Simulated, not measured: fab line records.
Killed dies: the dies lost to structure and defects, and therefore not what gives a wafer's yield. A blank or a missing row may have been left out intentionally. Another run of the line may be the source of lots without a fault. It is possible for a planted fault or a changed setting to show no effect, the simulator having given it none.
Problem report in the 8D (eight disciplines) form, filled by code | flow sky130 | the parts of the form that need people (team, actions taken, sign-off) are left out

1. WHAT WENT WRONG
Mean of oesProductAu at SKY_VIA1_ETCH_15: 0.903 a.u. across 2 wafers in 2 lots; on wafers with no fault it is 0.981 a.u. (standard deviation 0.0074). That puts it -11 standard deviations away from the usual mean.
The step: etches SiO2 in C4F8/O2/Ar, stops on TiN, target depth 351 nm, time 54 s.
The first sign was on wafer L381.1 at day 38 02:07, on rieDiel-04. The record holds 40 wafers of 14 lots with a number at this step. Rule for "out", or "out of limits": more than 4 standard deviations from the usual mean. Any other wafer with a number is counted as sound.

2. WHAT THIS IS AND IS NOT
question                    | is                | is not
which readings at this step | oesProductAu      | -
which lots                  | L381, L383        | L371, L372, L373, L374, L375, L376, L377, L386, L388, L392, L393, L394
which wafers of those lots  | L381.1, L383.1    | L381.6, L383.6
read on which tools         | rieDiel-04        | rieDiel-01, rieDiel-02
when                        | from day 38 02:07 | up to then (22 sound wafers); but 16 sound wafers of L383, L386, L388, L392, L393, L394 came after

3. THE SUSPECTS, EACH WITH WHAT RULES IT OUT
Counting: any tool at a process step up to the reading remains a suspect provided it ran every lot that is out. Sound lots after the first of them don't rule it out here, since some wafers of a struck lot are sound.
- rieDiel-04 at SKY_VIA1_ETCH_15 (etches SiO2 in C4F8/O2/Ar, stops on TiN, target depth 351 nm, time 54 s): kept. Ran every lot that is out, first one L381 (day 38 02:07); last sound lot up to then L377 (day 37 00:16). Out on those wafers are its own readings of oesProductAu.
After counting, what remains is rieDiel-04 at SKY_VIA1_ETCH_15.

4. THE CAUSE (what the simulator had put in)
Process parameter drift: rieDiel-04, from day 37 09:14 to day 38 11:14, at SKY_VIA1_ETCH_15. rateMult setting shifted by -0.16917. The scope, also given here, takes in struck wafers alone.
Only this tool survived the counting.

5. THE EFFECT CHAIN, in route order
Rows list readings where the struck wafers' mean (over those with a number) sits beyond 3 standard deviations from the usual. Scope: only readings with a usual standard deviation given in the record; hours: median across lots of the time from each lot's start at the first step in this table that gives one to its start at this step; sigmas: change in usual standard deviations.
hours | step              | reading              | usual      | on struck wafers | change | sigmas
0     | SKY_VIA1_ETCH_15  | oesProductAu         | 0.981 a.u. | 0.903            | -0.078 | -11
0     | SKY_VIA1_STRIP_16 | stripTimeToEndpointS | 4.45 s     | 4.55             | +0.10  | +3.4
Here are the process steps it includes:
- SKY_VIA1_ETCH_15: etches SiO2 in C4F8/O2/Ar, stops on TiN, target depth 351 nm, time 54 s.
- SKY_VIA1_STRIP_16: strips in O2/N2.

6. HOW IT WOULD HAVE BEEN CAUGHT EARLIER
17 hours passed between the start of the fault at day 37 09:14 and the first reading out of limits in this record, taken at day 38 02:07.
